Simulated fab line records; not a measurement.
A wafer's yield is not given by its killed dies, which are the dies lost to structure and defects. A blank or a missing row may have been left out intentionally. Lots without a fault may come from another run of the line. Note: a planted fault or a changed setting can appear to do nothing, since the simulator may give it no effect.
Which of the tools did it? -- flow sky130 -- Sampling: 6 lots, 18 wafers, 3 of 708 route steps

## WHAT THE GAUGES SHOWED, per wafer
SKY_VIA3_CD_MEAS_12 targets a cd of 200 nm.
lot,measured,on,cdNm (nm)
L957,day 39 17:02,cdSem-02,200.6 200.3 200.9
L959,day 40 12:43,cdSem-02,201.1 199.0 200.4
L965,day 42 18:43,cdSem-01,200.5 199.6 199.8
L973,day 44 10:23,cdSem-02,200.0 198.4 198.1
L975,day 44 21:01,cdSem-01,200.1 202.0 201.9
L977,day 45 07:13,cdSem-02,200.3 199.9 200.3

## EACH LOT AND THE TOOL THAT RAN IT (in order: tool; ch and the chambers of the sampled wafers; start)
lot,SKY_METAL2_STRIP_20,SKY_CAPM_CVD_00
L957,"plasmaAsher-03 ch 0,1, day 35 06:20","pecvd-04 ch 0,2, day 36 10:28"
L959,"plasmaAsher-02 ch 0,1, day 36 02:16","pecvd-03 ch 0,1,2, day 37 06:59"
L965,"plasmaAsher-02 ch 0,1, day 38 12:25","pecvd-03 ch 0,1, day 39 16:19"
L973,"plasmaAsher-03 ch 0,1, day 40 08:35","pecvd-02 ch 0,1, day 41 11:28"
L975,"plasmaAsher-01 ch 0,1, day 40 18:31","pecvd-03 ch 0,2, day 41 21:55"
L977,"plasmaAsher-03 ch 0,1, day 41 06:11","pecvd-03 ch 0,1, day 42 09:23"
- SKY_METAL2_STRIP_20: strips in O2/N2.
- SKY_CAPM_CVD_00: deposits SiO2, target thk 15.5 nm.

## THE ANSWER, worked out from the rows above alone
Rule: the usual values come from the lots themselves. The widest of any qualifying gaps counts: lots, ordered by their means at a reading, are off when they make up no more than a third of the lots, leave a main group of 4 or more, and stand apart from it by 3 or more times the standard deviation of that group's means. If all means in a main group match to the digits the tables above print for the reading, that group is not used. A lot without any number at a reading at which 4 lots or more have one is off too. Where the step has rows for the other lots, those lots are counted as sound.
No lot is off at any reading shown: from this, nothing can be told.

## WHAT THE SIMULATOR PUT IN
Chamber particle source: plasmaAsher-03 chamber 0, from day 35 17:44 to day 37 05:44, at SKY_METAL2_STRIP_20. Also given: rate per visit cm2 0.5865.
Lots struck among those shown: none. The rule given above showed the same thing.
